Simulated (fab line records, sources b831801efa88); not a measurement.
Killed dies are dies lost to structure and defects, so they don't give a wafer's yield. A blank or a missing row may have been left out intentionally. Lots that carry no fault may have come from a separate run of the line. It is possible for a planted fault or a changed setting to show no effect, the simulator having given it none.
Chamber matching -- flow gf180mcu -- rie_diel-04 running GF_V2_ETCH_16: 4 sister chambers
The step etches BARC in N2/H2. 20 wafers are shown with their chamber, then 10 later ones without.

WAFERS WITH THEIR CHAMBER
wafer,chamber,drypump_motor_current_A (A),throttle_valve_pct (%),oes_product_au (a.u.)
L074.2,3,5.58,13.217,0.856
L074.3,1,5.60,13.227,0.859
L074.5,3,5.61,13.227,0.858
L078.1,1,5.62,13.235,0.851
L078.3,3,5.60,13.209,0.855
L078.6,3,5.57,13.231,0.855
L079.3,1,5.58,13.225,0.858
L079.4,0,6.23,13.239,0.853
L079.6,1,5.62,13.226,0.856
L081.1,3,5.60,13.226,0.852
L081.2,2,5.19,13.215,0.855
L081.3,1,5.65,13.210,0.851
L081.4,0,6.23,13.219,0.855
L081.5,1,5.61,13.228,0.850
L081.6,0,6.24,13.227,0.857
L087.1,1,5.62,13.217,0.857
L087.4,3,5.60,13.220,0.860
L087.6,2,5.20,13.215,0.854
L088.2,1,5.60,13.220,0.856
L088.4,3,5.60,13.221,0.859

SIGNATURES (averages over the wafers above)
reading,chamber 0,chamber 1,chamber 2,chamber 3,scatter within a chamber
drypump_motor_current_A,6.2333,5.6125,5.1950,5.5943,0.0163
throttle_valve_pct,13.22833,13.22350,13.21500,13.22157,0.00763
oes_product_au,0.85500,0.85475,0.85450,0.85643,0.00298
Rule: a wafer lies at a distance from a chamber equal to the root of the sum of squares, over the readings, of (its reading less the chamber's mean, divided by the reading's scatter). If the next closest chamber is less than 2 further off than the closest, the wafer can't be placed; otherwise it belongs to the closest. How the scatter is found: for the shown wafers, subtract from each reading the mean of its chamber, square and add these, divide the total by (wafers less chambers), then take the root.

WAFERS WITH NO CHAMBER GIVEN
wafer,drypump_motor_current_A (A),throttle_valve_pct (%),oes_product_au (a.u.)
L088.5,5.60,13.219,0.864
L089.1,5.60,13.227,0.859
L089.2,5.20,13.235,0.848
L089.4,5.62,13.226,0.859
L090.3,5.60,13.227,0.852
L090.4,5.22,13.227,0.852
L090.6,5.60,13.231,0.860
L097.2,5.61,13.232,0.855
L097.3,6.23,13.230,0.855
L097.4,5.57,13.220,0.850

CHAMBER TAKEN BY EACH
wafer,from the rows above,in truth
L088.5,can't be placed: 3 or 1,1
L089.1,can't be placed: 3 or 1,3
L089.2,2,2
L089.4,can't be placed: 1 or 3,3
L090.3,can't be placed: 1 or 3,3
L090.4,2,2
L090.6,can't be placed: 3 or 1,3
L097.2,can't be placed: 1 or 3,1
L097.3,0,0
L097.4,can't be placed: 3 or 1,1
Placed correctly: 3 of 10. Can't be placed from these rows: 7 (the true chamber is among the candidates in 7). Number placed wrongly: 0.
